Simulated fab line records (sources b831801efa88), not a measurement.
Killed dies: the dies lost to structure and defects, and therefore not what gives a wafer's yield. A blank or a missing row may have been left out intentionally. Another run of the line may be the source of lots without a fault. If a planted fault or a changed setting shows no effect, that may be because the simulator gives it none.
One fault through the eyes of 2 desks / flow sky130 / every desk sees just its own numbers, and what lay behind them comes last

## FOR THE TOOL OWNER'S DESK: rie_metal-01
The tool's own readings at SKY_METAL3_ETCH_16 (etches BARC in N2/H2, stops on SiO2, time 88.2 s, target depth 60 nm): means of the sampled wafers that have a number, for each lot that ran on this tool. If a lot's mean is further than 4 standard deviations from the usual mean, the lot is out of limits and carries the mark OUT (the distance appears in the brackets).
Columns: A = bias_w at SKY_METAL3_ETCH_16, usual 99.99 W; B = drypump_motor_current_A at SKY_METAL3_ETCH_16, usual 5.8 A; C = oes_product_au at SKY_METAL3_ETCH_16, usual 0.625 a.u.; D = throttle_valve_pct at SKY_METAL3_ETCH_16, usual 13.205 %
lot=L625; first seen here=day 40 19:06; A=99.93; B=5.7; C=0.630; D=13.209
lot=L626; first seen here=day 41 03:59; A=99.84; B=5.9; C=0.626; D=13.205
lot=L632; first seen here=day 42 21:40; A=96.16 (-13) OUT; B=5.7; C=0.625; D=13.211
lot=L637; first seen here=day 43 22:35; A=96.46 (-12) OUT; B=5.7; C=0.624; D=13.206
This desk's finding: out of limits on L632, L637; first on L632, day 42 21:40 (bias_w at SKY_METAL3_ETCH_16). Within limits: L625, L626.

## METROLOGY DESK
Lot by lot, what the gauges showed, no matter which tool ran the lot: averages of those sampled wafers that carry a number. If a lot's mean is further than 4 standard deviations from the usual mean, the lot is out of limits and carries the mark OUT (the distance appears in the brackets).
Columns: A = cd_nm at SKY_VIA2_CD_MEAS_12, usual 200.4 nm; B = VIA2_W_RS at SKY_VIA2_RS_MEAS_22, usual 0.2738 ohm/sq
lot=L622; first seen here=day 37 05:24; A=201.2; B=0.2751
lot=L624; first seen here=day 38 06:26; A=200.3; B=0.2703
lot=L625; first seen here=day 38 14:32; A=202.7; B=0.2748
lot=L626; first seen here=day 39 00:04; A=200.7; B=0.2717
lot=L628; first seen here=day 39 07:10; A=199.9; B=0.2714
lot=L629; first seen here=day 39 19:57; A=201.5; B=0.2759
lot=L632; first seen here=day 40 18:43; A=200.1; B=0.2719
lot=L634; first seen here=day 41 03:37; A=201.2; B=0.2714
lot=L635; first seen here=day 41 06:56; A=198.5; B=0.2735
lot=L636; first seen here=day 41 18:43; A=199.0; B=0.2710
lot=L637; first seen here=day 41 22:04; A=200.6; B=0.2753
Finding of this desk: none of the 11 lots has anything out of limits.

## PUT TOGETHER
The tool owner's desk could have raised an alarm at day 42 21:40, on L632, L637.
The metrology desk saw nothing out of limits.
The metrology desk holds a record of L632, L637, inside its limits.
All the named lots went through SKY_METAL3_ETCH_16 on rie_metal-01.

## WHAT HAD BEEN PUT IN BY THE SIMULATOR
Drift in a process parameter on rie_metal-01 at SKY_METAL3_ETCH_16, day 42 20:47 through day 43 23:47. The setting bias_w was moved by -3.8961, starting from 100. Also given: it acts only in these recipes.
Struck lots among those shown: L632, L637.
Delay in hours, fault start to first out-of-limits reading, by desk: the tool owner's desk at 1.
